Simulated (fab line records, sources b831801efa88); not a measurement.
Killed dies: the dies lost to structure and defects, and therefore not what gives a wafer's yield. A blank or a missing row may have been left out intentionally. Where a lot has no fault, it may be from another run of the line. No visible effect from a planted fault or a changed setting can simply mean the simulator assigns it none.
A single fault, viewed from 2 desks + flow gf180mcu + each desk has only its own numbers; what lay behind them comes last

== THE METROLOGY DESK ==
What the gauges read for every lot (on any tool): the sampled wafers with a number, averaged. Marked OUT: a lot whose mean sits more than 4 standard deviations from the usual mean, which makes it out of limits; the brackets give that distance.
Columns: A = cdNm at GF_M4_CD_MEAS_14, usual 279.9 nm; B = V4_CVD_00_THK at GF_V4_THK_MEAS_01, usual 598 nm
| lot  | first seen here | A     | B   |
|------|-----------------|-------|-----|
| L326 | day 23 08:06    | 279.2 | 598 |
| L328 | day 24 13:55    | 280.3 | 593 |
| L330 | day 24 18:13    | 278.2 | 603 |
| L329 | day 24 23:34    | 280.4 | 597 |
| L331 | day 25 06:10    | 281.9 | 596 |
| L333 | day 26 00:04    | 281.2 | 608 |
| L335 | day 26 09:20    | 280.4 | 605 |
| L336 | day 26 21:25    | 279.3 | 603 |
| L337 | day 27 01:01    | 280.2 | 608 |
| L341 | day 28 10:22    | 278.8 | 600 |
| L346 | day 29 20:38    | 280.6 | 590 |
| L348 | day 30 05:58    | 280.0 | 595 |
Finding of this desk: none of the 12 lots has anything out of limits.

== AT THE TOOL OWNER'S DESK: cmp-02 ==
The tool's own readings at GF_V4_CMP_04 (polishes SiO2): means of the sampled wafers that have a number, for each lot that ran on this tool. Marked OUT: a lot whose mean sits more than 4 standard deviations from the usual mean, which makes it out of limits; the brackets give that distance.
Columns: A = motorCurrentA at GF_V4_CMP_04, usual 12.3 A; B = timeToEndpointS at GF_V4_CMP_04, usual 81 s
| lot  | first seen here | A    | B  |
|------|-----------------|------|----|
| L328 | day 24 14:58    | 12.8 | 81 |
| L330 | day 24 19:23    | 13.3 | 82 |
| L331 | day 25 07:15    | 13.1 | 88 |
| L335 | day 26 10:26    | 12.3 | 83 |
| L336 | day 26 22:31    | 12.9 | 89 |
| L337 | day 27 02:08    | 12.7 | 80 |
| L341 | day 28 11:37    | 12.4 | 87 |
| L346 | day 29 22:05    | 12.3 | 65 |
Finding of this desk: none of the 8 lots has anything out of limits.

== PUT TOGETHER ==
At the metrology desk, nothing out of limits was observed.
The tool owner's desk saw nothing out of limits.

== WHAT HAD BEEN PUT IN BY THE SIMULATOR ==
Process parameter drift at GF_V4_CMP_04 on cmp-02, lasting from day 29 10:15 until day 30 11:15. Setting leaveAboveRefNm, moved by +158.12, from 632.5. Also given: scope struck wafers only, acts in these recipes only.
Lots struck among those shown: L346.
